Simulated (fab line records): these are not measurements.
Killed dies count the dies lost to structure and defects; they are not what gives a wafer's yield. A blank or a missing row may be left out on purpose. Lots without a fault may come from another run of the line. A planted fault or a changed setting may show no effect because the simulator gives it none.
Which tool did it?	flow sky130	10 lots with 30 wafers sampled at 3 steps, on a route of 708 steps

WHAT THE GAUGES SHOWED, per wafer
SKY_VIA1_RS_MEAS_22: a four-point-probe measurement.
lot	measured	on	VIA1_W_RS (ohm/sq)
L894	day 33 20:40	filmMetro-03	0.426 0.428 0.419
L895	day 34 07:34	filmMetro-04	0.430 0.871 0.439
L896	day 34 23:01	filmMetro-02	0.429 0.428 0.428
L907	day 38 13:10	filmMetro-04	0.419 0.422 0.431
L906	day 38 15:10	filmMetro-03	0.423 0.426 0.422
L908	day 38 20:21	filmMetro-03	0.426 0.425 0.428
L910	day 39 07:30	filmMetro-02	0.431 0.426 0.422
L911	day 39 21:13	filmMetro-03	0.426 0.422 0.427
L913	day 40 06:13	filmMetro-03	0.435 0.429 0.424
L914	day 40 13:47	filmMetro-03	0.429 0.426 0.428

TOOL THAT RAN EACH LOT (tool first, then ch and the chambers of the sampled wafers, then the start)
lot	SKY_METAL1_METAL_ETCH_19	SKY_VIA1_CVD_21
L894	rieMetal-04 ch 0, day 32 16:17	cvdW-01 ch 0,1, day 33 20:33
L895	rieMetal-01 ch 1, day 33 03:44	cvdW-01 ch 1, day 34 07:28
L896	rieMetal-01 ch 1, day 33 18:52	cvdW-02 ch 0,1, day 34 22:54
L907	rieMetal-01 ch 0,1, day 37 08:45	cvdW-01 ch 0,1, day 38 13:03
L906	rieMetal-04 ch 0,1, day 37 11:27	cvdW-01 ch 1, day 38 15:04
L908	rieMetal-01 ch 0, day 37 16:36	cvdW-02 ch 0,1, day 38 20:14
L910	rieMetal-02 ch 0,1, day 38 04:11	cvdW-01 ch 0,1, day 39 07:23
L911	rieMetal-04 ch 0,1, day 38 18:45	cvdW-02 ch 0,1, day 39 21:06
L913	rieMetal-02 ch 1, day 39 03:09	cvdW-02 ch 0,1, day 40 06:06
L914	rieMetal-02 ch 1, day 39 10:39	cvdW-02 ch 0,1, day 40 13:42
- SKY_METAL1_METAL_ETCH_19: etches the open film in Cl2/BCl3, stops on SiO2, target depth 360 nm, time 78 s.
- SKY_VIA1_CVD_21: deposits W, target thk 270 nm, time 80.902 s.

THE ANSWER, worked out from the rows above alone
Rule: the usual values come from the lots themselves. The widest of any qualifying gaps counts: lots, ordered by their means at a reading, are off when they make up no more than a third of the lots, leave a main group of 4 or more, and stand apart from it by 3 or more times the standard deviation of that group's means. A main group whose means are all the same, to the digits that the tables above print for the reading, isn't used. A lot without any number at a reading at which 4 lots or more have one is off too. Where the step has rows for the other lots, those lots are counted as sound.
Off: at SKY_VIA1_RS_MEAS_22 (VIA1_W_RS), L895. The main group has a mean of 0.426 ohm/sq with a standard deviation of 0.0019.
If a tool, at a process step before that reading, ran all the lots that are off and no sound lot after the first of them, it fits. Those tools and the gauges at SKY_VIA1_RS_MEAS_22 are tried in the same way. No candidate that was tried fits.

WHAT THE SIMULATOR PUT IN
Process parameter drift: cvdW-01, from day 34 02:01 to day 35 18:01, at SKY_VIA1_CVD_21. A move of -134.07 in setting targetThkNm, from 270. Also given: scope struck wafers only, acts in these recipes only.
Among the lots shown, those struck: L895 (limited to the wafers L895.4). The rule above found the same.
